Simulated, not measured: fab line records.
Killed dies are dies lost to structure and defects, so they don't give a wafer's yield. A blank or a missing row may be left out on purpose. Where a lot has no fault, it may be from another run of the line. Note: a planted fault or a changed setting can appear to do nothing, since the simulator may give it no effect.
Chamber matching :: flow gf180mcu :: GF_V1_CMP_04 on cmp-02 has 4 sister chambers
The step polishes SiO2. 4 wafers are shown with their chamber, then 8 later ones without.

== WAFERS WITH THEIR CHAMBER ==
wafer: L866.6
chamber: 2
motor_current_A (A): 10.5

wafer: L882.2
chamber: 0
motor_current_A (A): 11.1

wafer: L882.3
chamber: 3
motor_current_A (A): 12.3

wafer: L883.2
chamber: 1
motor_current_A (A): 12.4

== WAFERS WHOSE CHAMBER IS MISSING ==
wafer: L883.5
motor_current_A (A): 11.9

wafer: L883.6
motor_current_A (A): 12.5

wafer: L887.2
motor_current_A (A): 12.3

wafer: L887.3
motor_current_A (A): 11.1

wafer: L887.5
motor_current_A (A): 10.3

wafer: L888.2
motor_current_A (A): 12.2

wafer: L888.3
motor_current_A (A): 12.5

wafer: L888.6
motor_current_A (A): 11.5

== EACH ONE'S CHAMBER ==
wafer: L883.5
from the rows above: can't be placed: 3 or 1 or 0
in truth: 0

wafer: L883.6
from the rows above: can't be placed: 1 or 3
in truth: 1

wafer: L887.2
from the rows above: can't be placed: 3 or 1
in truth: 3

wafer: L887.3
from the rows above: 0
in truth: 0

wafer: L887.5
from the rows above: 2
in truth: 2

wafer: L888.2
from the rows above: can't be placed: 3 or 1
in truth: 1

wafer: L888.3
from the rows above: can't be placed: 1 or 3
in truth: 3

wafer: L888.6
from the rows above: can't be placed: 0 or 3
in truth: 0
Placed correctly: 2 of 8. Unplaceable from these rows: 6, with the true chamber sitting among the candidates in 6. Number placed wrongly: 0.
How it was worked out, from the rows above alone: a wafer's distance from a chamber is the root of the sum, over the readings, of the square of ((its reading less the chamber's mean) divided by the reading's scatter). If the next closest chamber is less than 2 further off than the closest, the wafer can't be placed; otherwise it belongs to the closest. For every chamber, the mean is computed from those of its wafers that are shown. The scatter (one wafer shown for each chamber): square how far every hidden wafer sits from the nearest shown wafer, average those squares and take the square root.
